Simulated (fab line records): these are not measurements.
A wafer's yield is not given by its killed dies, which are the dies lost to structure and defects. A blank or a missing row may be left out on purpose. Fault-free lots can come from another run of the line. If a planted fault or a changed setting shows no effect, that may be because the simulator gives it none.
What tool caused it?    flow sky130    39 wafers from 13 lots sampled at 3 of the route's 708 steps

== WHAT EACH GAUGE READ, for each wafer ==
SKY_RES_PROTECT_TW_MEAS_08. Usual: POLY_GATE_TW 4027, standard deviation 39.
lot   measured      on             POLY_GATE_TW    flag
L473  day 14 22:28  film_metro-04  3961 4008 3987  
L474  day 15 03:03  film_metro-02  3989 3998 4025  
L475  day 15 09:55  film_metro-04  3972 3968 3991  
L477  day 16 02:07  film_metro-02  4055 4030 4058  
L478  day 16 12:46  film_metro-03  4086 4096 4071  
L484  day 19 01:06  film_metro-04  4007 4001 4003  
L486  day 19 20:38  film_metro-02  4048 4052 4039  
L489  day 20 20:19  film_metro-04  4004 3992 4001  
L490  day 21 02:46  film_metro-04  3952 3974 3989  
L491  day 21 22:31  film_metro-04  3976 3984 3970  
L493  day 22 04:59  film_metro-02  4062 4045 4051  
L495  day 22 20:40  film_metro-03  4088 4096 4099  
L496  day 23 10:31  film_metro-04  3998 4000 4005  

SKY_LDD_HVP_OVL_MEAS_07. Usual: LDD_HVP_OVL -0.1 nm, standard deviation 1.7.
lot   measured      on          LDD_HVP_OVL (nm)  flag
L473  day 21 06:37  overlay-01  1.1 1.5 -1.1      
L474  day 21 11:34  overlay-01  -1.5 -1.7 -1.5    
L475  day 21 22:43  overlay-02  2.3 1.1 1.6       
L477  day 22 18:07  overlay-02  1.2 2.5 2.1       
L478  day 23 03:34  overlay-01  1.9 0.5 1.4       
L484  day 25 14:43  overlay-01  -0.1 -1.7 -0.1    
L486  day 26 06:58  overlay-02  -2.4 -0.7 -0.4    
L489  day 27 05:55  overlay-02  1.4 1.7 1.4       
L490  day 27 10:34  overlay-02  2.3 4.6 3.0       
L491  day 28 06:58  overlay-02  -1.5 -2.0 -1.2    
L493  day 28 11:34  overlay-01  -0.9 -2.0 0.0     
L495  day 29 03:16  overlay-02  3.2 1.8 1.3       
L496  day 29 15:52  overlay-01  0.5 0.4 -1.1      

== WHICH TOOL RAN EACH LOT (tool, then ch and the chambers of the sampled wafers, then the start) ==
lot   SKY_LDD_HVN_STRIP_09
L473  plasma_asher-01 ch 0,1, day 19 23:21
L474  plasma_asher-04 ch 0,1, day 20 04:42
L475  plasma_asher-01 ch 0,1, day 20 15:46
L477  plasma_asher-04 ch 0,1, day 21 11:42
L478  plasma_asher-01 ch 0,1, day 21 21:03
L484  plasma_asher-03 ch 0,1, day 24 07:45
L486  plasma_asher-03 ch 0,1, day 25 02:08
L489  plasma_asher-03 ch 0,1, day 26 01:18
L490  plasma_asher-04 ch 0,1, day 26 06:30
L491  plasma_asher-03 ch 0,1, day 27 01:57
L493  plasma_asher-03 ch 0,1, day 27 06:43
L495  plasma_asher-01 ch 0,1, day 27 23:09
L496  plasma_asher-01 ch 1, day 28 12:02
- SKY_LDD_HVN_STRIP_09: strips in O2/N2.

== AS READ BY THE TOOLS THEMSELVES (means over the sampled wafers that have a number; for cases with no such wafer, the mark the record gives instead) ==
SKY_LDD_HVN_STRIP_09. Usual: drypump_motor_current_A 5.5 A, standard deviation 0.46; oes_product_au 0.409 a.u., standard deviation 0.0049; strip_time_to_endpoint_s 4.134 s, standard deviation 0.015.
lot   tool             drypump_motor_current_A (A)  oes_product_au (a.u.)  strip_time_to_endpoint_s (s)  flag
L473  plasma_asher-01  5.6                          0.406                  4.110                         
L474  plasma_asher-04  4.9                          0.409                  4.147                         
L475  plasma_asher-01  5.6                          0.398                  4.127                         
L477  plasma_asher-04  5.0                          0.407                  4.140                         
L478  plasma_asher-01  5.7                          0.410                  4.151                         
L484  plasma_asher-03  5.9                          0.414                  4.152                         
L486  plasma_asher-03  5.9                          0.414                  4.129                         
L489  plasma_asher-03  5.9                          0.407                  4.129                         
L490  plasma_asher-04  4.9                          0.412                  4.155                         
L491  plasma_asher-03  5.7                          0.406                  4.154                         
L493  plasma_asher-03  5.9                          0.408                  4.138                         
L495  plasma_asher-01  5.6                          0.410                  4.128                         
L496  plasma_asher-01  6.0                          0.410                  4.125                         

== THE ANSWER, worked out from the rows above alone ==
Rule: a lot is off if the mean of its wafers that have a number lies more than 3 standard deviations from the usual mean. A lot without any number at a reading at which 4 lots or more have one is off too. All remaining lots with rows at the step are treated as sound. Order of review: gauges by route order, followed by the tools' own readings, for which a lot's mean as printed above is used. The first step at which some lot is off is used, and at that step the reading that is off furthest; a lot without a number counts as furthest.
No lot is off at any reading shown: from this, nothing can be told.

== WHAT THE SIMULATOR HAD INSERTED ==
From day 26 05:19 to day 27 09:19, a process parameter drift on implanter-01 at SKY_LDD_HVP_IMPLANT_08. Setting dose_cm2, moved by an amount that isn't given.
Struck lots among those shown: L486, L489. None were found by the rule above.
